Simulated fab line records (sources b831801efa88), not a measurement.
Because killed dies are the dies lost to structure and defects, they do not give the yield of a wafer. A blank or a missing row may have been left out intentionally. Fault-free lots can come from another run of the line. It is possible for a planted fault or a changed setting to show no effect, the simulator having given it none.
Which of the tools did it?	flow gf180mcu	Sampling: 22 lots, 66 wafers, 6 of 602 route steps

== WHAT THE GAUGES READ, wafer by wafer ==
GF_M3_THK_MEAS_06: measures by xrf. Usual: M3_ALCU_THK 444 nm, standard deviation 4.4.
lot	measured	on	M3_ALCU_THK (nm)	flag
L074	day 20 02:38	film-metro-03	442 442 449	
L075	day 20 11:02	film-metro-03	440 438 440	
L076	day 20 22:34	film-metro-02	449 444 450	
L077	day 21 08:49	film-metro-03	444 442 445	
L078	day 21 15:43	film-metro-03	446 445 444	
L079	day 22 07:43	film-metro-03	446 443 448	
L080	day 22 18:44	film-metro-01	440 444 440	
L081	day 23 00:05	film-metro-02	445 442 442	
L082	day 23 12:37	film-metro-03	452 455 450	
L083	day 23 17:22	film-metro-01	431 434 434	
L084	day 24 06:07	film-metro-02	451 445 442	
L085	day 24 11:01	film-metro-01	447 439 442	
L086	day 24 17:14	film-metro-01	441 439 442	
L088	day 25 09:10	film-metro-01	445 441 445	
L089	day 25 12:01	film-metro-03	450 445 443	
L090	day 26 00:28	film-metro-03	451 451 447	
L091	day 26 13:04	film-metro-02	441 439 440	
L093	day 27 04:13	film-metro-03	448 448 452	
L092	day 27 04:32	film-metro-02	449 448 448	
L094	day 27 06:46	film-metro-03	444 439 442	
L095	day 27 14:07	film-metro-01	441 440 441	
L097	day 28 04:55	film-metro-02	446 448 448	

GF_PASSIVATION_BOW_MEAS_14. Usual: PASSIVATION_BOW 136 um, standard deviation 12.
lot	measured	on	PASSIVATION_BOW (um)	flag
L074	day 28 21:04	film-metro-03	116 133 150	
L075	day 29 03:37	film-metro-03	125 123 137	
L076	day 29 13:43	film-metro-03	154 151 150	
L077	day 29 21:25	film-metro-01	156 153 158	
L078	day 30 01:27	film-metro-04	150 140 150	
L079	day 30 14:01	film-metro-04	132 135 123	
L080	day 30 21:57	film-metro-04	139 132 132	
L081	day 31 04:28	film-metro-01	149 143 149	
L082	day 31 14:48	film-metro-03	126 126 132	
L083	day 31 16:02	film-metro-03	150 134 119	
L084	day 32 05:34	film-metro-01	142 144 156	
L085	day 32 06:17	film-metro-03	121 133 120	
L086	day 32 10:13	film-metro-01	150 156 166	
L088	day 32 23:38	film-metro-01	139 134 134	
L089	day 33 03:17	film-metro-04	124 138 138	
L090	day 33 12:05	film-metro-04	142 143 143	
L091	day 33 21:37	film-metro-01	122 134 143	
L093	day 34 06:10	film-metro-01	108 114 110	
L092	day 34 08:29	film-metro-03	138 146 142	
L094	day 34 09:25	film-metro-04	126 135 141	
L095	day 34 15:44	film-metro-03	133 139 139	
L097	day 35 02:42	film-metro-04	120 132 130	

== WHICH TOOL RAN EACH LOT (tool, then ch and the chambers of the sampled wafers, then the start) ==
lot	GF_V1_STRIP_18	GF_M3_METAL_ETCH_16	GF_V3_STRIP_18	GF_M5_STRIP_11
L074	plasma-asher-02 ch 0,1, day 17 20:25	rie-metal-04 ch 0,1, day 21 03:05	plasma-asher-02 ch 0,1, day 22 04:14	plasma-asher-03 ch 0,1, day 26 01:24
L075	plasma-asher-02 ch 0,1, day 18 06:08	rie-metal-01 ch 0,1, day 21 11:18	plasma-asher-02 ch 0,1, day 22 12:19	plasma-asher-02 ch 0,1, day 26 08:35
L076	plasma-asher-03 ch 0,1, day 18 17:28	rie-metal-01 ch 0, day 21 22:34	plasma-asher-04 ch 0,1, day 22 23:23	plasma-asher-02 ch 0,1, day 26 18:45
L077	plasma-asher-04 ch 0,1, day 19 04:38	rie-metal-03 ch 0,1, day 22 08:25	plasma-asher-02 ch 0,1, day 23 09:19	plasma-asher-04 ch 0,1, day 27 04:51
L078	plasma-asher-04 ch 0,1, day 19 10:10	rie-metal-01 ch 0,1, day 22 14:56	plasma-asher-04 ch 0,1, day 23 14:38	plasma-asher-02 ch 0,1, day 27 07:24
L079	plasma-asher-03 ch 0,1, day 20 03:07	rie-metal-03 ch 0,1, day 23 06:49	plasma-asher-04 ch 0,1, day 24 06:34	plasma-asher-04 ch 1, day 28 00:03
L080	plasma-asher-02 ch 0,1, day 20 14:22	rie-metal-04 ch 0,1, day 23 17:29	plasma-asher-02 ch 0,1, day 24 16:46	plasma-asher-04 ch 0,1, day 28 07:03
L081	plasma-asher-03 ch 0,1, day 20 19:44	rie-metal-03 ch 0,1, day 23 22:34	plasma-asher-02 ch 0,1, day 24 21:19	plasma-asher-04 ch 0,1, day 28 15:31
L082	plasma-asher-04 ch 1, day 21 09:14	rie-metal-04 ch 0,1, day 24 10:46	plasma-asher-02 ch 0, day 25 09:55	plasma-asher-04 ch 0,1, day 29 01:15
L083	plasma-asher-02 ch 0,1, day 21 14:40	rie-metal-03 ch 0,1, day 24 15:23	plasma-asher-04 ch 0,1, day 25 13:59	plasma-asher-03 ch 0,1, day 29 03:15
L084	plasma-asher-03 ch 0,1, day 22 04:01	rie-metal-01 ch 0,1, day 25 04:04	plasma-asher-02 ch 0,1, day 26 03:05	plasma-asher-02 ch 0,1, day 29 18:00
L085	plasma-asher-04 ch 0,1, day 22 08:55	rie-metal-04 ch 0,1, day 25 08:40	plasma-asher-03 ch 0,1, day 26 07:04	plasma-asher-02 ch 0,1, day 29 19:36
L086	plasma-asher-04 ch 0,1, day 22 16:26	rie-metal-04 ch 0,1, day 25 14:13	plasma-asher-02 ch 0,1, day 26 13:01	plasma-asher-02 ch 0,1, day 29 23:45
L088	plasma-asher-02 ch 0,1, day 23 08:01	rie-metal-03 ch 0,1, day 26 06:25	plasma-asher-04 ch 0,1, day 27 05:10	plasma-asher-04 ch 0,1, day 30 15:19
L089	plasma-asher-02 ch 0,1, day 23 11:13	rie-metal-04 ch 0,1, day 26 08:49	plasma-asher-04 ch 0,1, day 27 06:13	plasma-asher-02 ch 0,1, day 30 18:05
L090	plasma-asher-02 ch 0,1, day 24 00:38	rie-metal-03 ch 0,1, day 26 20:46	plasma-asher-04 ch 0,1, day 27 21:53	plasma-asher-02 ch 0,1, day 31 06:09
L091	plasma-asher-03 ch 0,1, day 24 13:08	rie-metal-01 ch 1, day 27 08:16	plasma-asher-03 ch 0,1, day 28 07:13	plasma-asher-04 ch 1, day 31 14:51
L093	plasma-asher-03 ch 0,1, day 25 02:14	rie-metal-03 ch 0,1, day 27 23:33	plasma-asher-03 ch 0,1, day 28 20:13	plasma-asher-02 ch 0,1, day 32 01:20
L092	plasma-asher-04 ch 0,1, day 25 03:22	rie-metal-04 ch 0, day 28 00:32	plasma-asher-02 ch 0,1, day 28 21:50	plasma-asher-02 ch 0,1, day 32 02:44
L094	plasma-asher-03 ch 0,1, day 25 07:07	rie-metal-03 ch 0,1, day 28 02:13	plasma-asher-04 ch 0, day 28 22:59	plasma-asher-03 ch 1, day 32 04:54
L095	plasma-asher-04 ch 0,1, day 25 17:16	rie-metal-01 ch 0,1, day 28 09:52	plasma-asher-04 ch 0,1, day 29 06:38	plasma-asher-02 ch 0,1, day 32 11:25
L097	plasma-asher-04 ch 0,1, day 26 06:13	rie-metal-01 ch 0,1, day 29 00:27	plasma-asher-02 ch 0,1, day 29 20:37	plasma-asher-04 ch 0,1, day 33 00:02
- GF_V1_STRIP_18: strips in O2/N2.
- GF_M3_METAL_ETCH_16: etches the open film in Cl2/BCl3, stops on SiO2, target depth 627.5 nm, time 104.6 s.
- GF_V3_STRIP_18: strips in O2/N2.
- GF_M5_STRIP_11: strips in O2/N2.

== WHAT THE TOOLS THEMSELVES READ (means of the sampled wafers that have a number; where no wafer has one, the mark that the record gives instead) ==
GF_V1_STRIP_18. Usual: chamber-pressure-mTorr 1500.1 mTorr, standard deviation 1.2; drypump-motor-current-A 5.8 A, standard deviation 0.52; heater-power-w 337 W, standard deviation 25; n2-flow-sccm 299.9 sccm, standard deviation 0.97; oes-product-au 0.592 a.u., standard deviation 0.0045.
lot	tool	chamber-pressure-mTorr (mTorr)	drypump-motor-current-A (A)	heater-power-w (W)	n2-flow-sccm (sccm)	oes-product-au (a.u.)	flag
L074	plasma-asher-02	1500.1	6.3	382	300.8	0.589	
L075	plasma-asher-02	1500.6	6.2	375	299.9	0.591	
L076	plasma-asher-03	1500.3	5.3	324	299.3	0.595	
L077	plasma-asher-04	1500.2	6.1	322	300.1	0.596	
L078	plasma-asher-04	1498.4	6.1	316	299.5	0.593	
L079	plasma-asher-03	1499.4	5.1	323	300.0	0.591	
L080	plasma-asher-02	1501.1	6.2	370	300.6	0.593	
L081	plasma-asher-03	1499.9	5.3	323	300.8	0.590	
L082	plasma-asher-04	1499.4	6.1	324	298.9	0.589	
L083	plasma-asher-02	1501.1	6.3	370	300.3	0.587	
L084	plasma-asher-03	1500.9	5.3	323	300.4	0.591	
L085	plasma-asher-04	1499.5	6.1	318	300.6	0.591	
L086	plasma-asher-04	1500.3	6.0	323	301.3	0.592	
L088	plasma-asher-02	1499.5	6.3	369	300.1	0.590	
L089	plasma-asher-02	1499.5	6.2	359	300.0	0.590	
L090	plasma-asher-02	1499.4	6.3	370	298.5	0.593	
L091	plasma-asher-03	1500.2	5.3	321	299.5	0.590	
L093	plasma-asher-03	1499.9	5.1	323	300.4	0.591	
L092	plasma-asher-04	1498.4	6.1	313	300.3	0.595	
L094	plasma-asher-03	1501.9	5.1	322	298.9	0.593	
L095	plasma-asher-04	1500.3	6.1	318	299.7	0.592	
L097	plasma-asher-04	1500.4	6.1	322	299.8	0.597	

GF_M3_METAL_ETCH_16. Usual: chamber-pressure-mTorr 8.000 mTorr, standard deviation 0.0069; drypump-motor-current-A 5.7 A, standard deviation 0.31; mfc-cl2-sccm 80.00 sccm, standard deviation 0.25; oes-product-au 0.971 a.u., standard deviation 0.0059; throttle-valve-pct 28.250 %, standard deviation 0.0093.
lot	tool	chamber-pressure-mTorr (mTorr)	drypump-motor-current-A (A)	mfc-cl2-sccm (sccm)	oes-product-au (a.u.)	throttle-valve-pct (%)	flag
L074	rie-metal-04	8.002	5.5	79.94	0.974	28.252	
L075	rie-metal-01	7.997	5.8	79.91	0.963	28.247	
L076	rie-metal-01	7.999	5.3	80.02	0.971	28.247	
L077	rie-metal-03	8.000	6.0	79.71	0.971	28.249	
L078	rie-metal-01	7.997	5.8	79.97	0.973	28.252	
L079	rie-metal-03	7.996	5.8	79.96	0.973	28.250	
L080	rie-metal-04	8.003	5.5	80.09	0.969	28.258	
L081	rie-metal-03	8.004	6.0	80.00	0.965	28.262	
L082	rie-metal-04	8.000	5.5	79.95	0.981	28.246	
L083	rie-metal-03	7.998	6.0	79.98	0.966	28.252	
L084	rie-metal-01	7.997	5.8	80.09	0.969	28.247	
L085	rie-metal-04	7.992	5.5	80.27	0.975	28.240	
L086	rie-metal-04	8.003	5.5	79.93	0.975	28.251	
L088	rie-metal-03	7.997	5.8	79.91	0.976	28.256	
L089	rie-metal-04	7.996	5.4	80.04	0.970	28.252	
L090	rie-metal-03	7.993	5.8	79.96	0.975	28.246	
L091	rie-metal-01	7.994	6.0	80.13	0.970	28.255	
L093	rie-metal-03	7.997	6.0	79.74	0.968	28.245	
L092	rie-metal-04	7.998	5.4	79.89	0.976	28.242	
L094	rie-metal-03	8.003	6.0	79.96	0.965	28.256	
L095	rie-metal-01	8.000	5.5	80.01	0.971	28.248	
L097	rie-metal-01	8.006	5.5	79.95	0.971	28.254	

GF_V3_STRIP_18. Usual: chamber-pressure-mTorr 1500.0 mTorr, standard deviation 1.3; drypump-motor-current-A 6.0 A, standard deviation 0.38; heater-power-w 340 W, standard deviation 27; n2-flow-sccm 300.1 sccm, standard deviation 0.92; oes-product-au 0.593 a.u., standard deviation 0.0046.
lot	tool	chamber-pressure-mTorr (mTorr)	drypump-motor-current-A (A)	heater-power-w (W)	n2-flow-sccm (sccm)	oes-product-au (a.u.)	flag
L074	plasma-asher-02	1500.0	6.2	362	301.4	0.592	
L075	plasma-asher-02	1499.7	6.2	364	300.7	0.597	
L076	plasma-asher-04	1500.1	6.1	318	299.6	0.596	
L077	plasma-asher-02	1499.2	6.2	366	300.9	0.590	
L078	plasma-asher-04	1502.1	6.1	320	300.4	0.589	
L079	plasma-asher-04	1500.8	6.1	322	298.8	0.591	
L080	plasma-asher-02	1500.3	6.2	361	299.9	0.593	
L081	plasma-asher-02	1499.6	6.2	367	300.6	0.589	
L082	plasma-asher-02	1499.7	6.5	383	300.4	0.593	
L083	plasma-asher-04	1501.3	6.1	319	300.0	0.593	
L084	plasma-asher-02	1500.4	6.2	370	300.2	0.590	
L085	plasma-asher-03	1500.0	5.3	321	299.8	0.593	
L086	plasma-asher-02	1500.1	6.3	371	300.2	0.592	
L088	plasma-asher-04	1499.2	6.1	319	301.0	0.602	
L089	plasma-asher-04	1499.9	6.1	316	300.1	0.597	
L090	plasma-asher-04	1500.3	6.1	318	300.2	0.592	
L091	plasma-asher-03	1500.1	5.1	317	300.2	0.598	
L093	plasma-asher-03	1500.1	5.3	325	300.3	0.596	
L092	plasma-asher-02	1500.2	6.3	377	299.9	0.593	
L094	plasma-asher-04	1498.5	6.1	315	300.1	0.595	
L095	plasma-asher-04	1500.3	6.1	319	299.7	0.595	
L097	plasma-asher-02	1499.6	6.3	372	298.6	0.590	

GF_M5_STRIP_11. Usual: chamber-pressure-mTorr 1500.0 mTorr, standard deviation 1.3; drypump-motor-current-A 6.0 A, standard deviation 0.43; heater-power-w 345 W, standard deviation 28; n2-flow-sccm 300.0 sccm, standard deviation 0.94; oes-product-au 0.544 a.u., standard deviation 0.0047; strip-time-to-endpoint-s 7.53 s, standard deviation 0.032.
lot	tool	chamber-pressure-mTorr (mTorr)	drypump-motor-current-A (A)	heater-power-w (W)	n2-flow-sccm (sccm)	oes-product-au (a.u.)	strip-time-to-endpoint-s (s)	flag
L074	plasma-asher-03	1499.8	5.3	323	300.4	0.543	7.53	
L075	plasma-asher-02	1499.2	6.2	367	300.0	0.541	7.48	
L076	plasma-asher-02	1500.4	6.2	370	299.6	0.543	7.53	
L077	plasma-asher-04	1501.1	6.1	318	300.3	0.542	7.52	
L078	plasma-asher-02	1498.5	6.2	365	299.2	0.541	7.52	
L079	plasma-asher-04	1500.6	6.1	322	299.1	0.546	7.52	
L080	plasma-asher-04	1500.4	6.1	319	299.9	0.540	7.54	
L081	plasma-asher-04	1500.8	6.1	319	300.1	0.543	7.56	
L082	plasma-asher-04	1499.7	6.1	315	300.4	0.539	7.50	
L083	plasma-asher-03	1499.8	5.3	320	300.0	0.549	7.57	
L084	plasma-asher-02	1502.3	6.2	368	299.5	0.538	7.52	
L085	plasma-asher-02	1499.6	6.2	368	300.8	0.543	7.53	
L086	plasma-asher-02	1499.1	6.2	368	301.2	0.542	7.57	
L088	plasma-asher-04	1498.4	6.1	322	298.9	0.544	7.57	
L089	plasma-asher-02	1499.8	6.2	360	300.3	0.544	7.54	
L090	plasma-asher-02	1499.4	6.2	363	300.4	0.543	7.51	
L091	plasma-asher-04	1499.6	6.1	322	299.8	0.546	7.55	
L093	plasma-asher-02	1500.1	6.3	379	299.4	0.544	7.53	
L092	plasma-asher-02	1499.3	6.3	370	299.0	0.543	7.53	
L094	plasma-asher-03	1500.1	4.9	309	299.1	0.545	7.51	
L095	plasma-asher-02	1500.6	6.2	365	300.6	0.538	7.50	
L097	plasma-asher-04	1499.1	6.1	319	300.6	0.542	7.55	

== THE ANSWER, worked out from the rows above alone ==
Rule: lot off if the mean of its wafers having a number is beyond 3 standard deviations from the usual mean. A lot without any number at a reading at which 4 lots or more have one is off too. The other lots that the step has rows for count as sound. The gauges are gone through in route order, then the tools' own readings, and for those a lot's mean is taken as printed above. At the first step where some lot is off, the reading lying furthest off is the one used; lots without a number count as furthest.
None of the lots is off at any reading shown; this tells nothing.

== WHAT WAS PUT IN BY THE SIMULATOR ==
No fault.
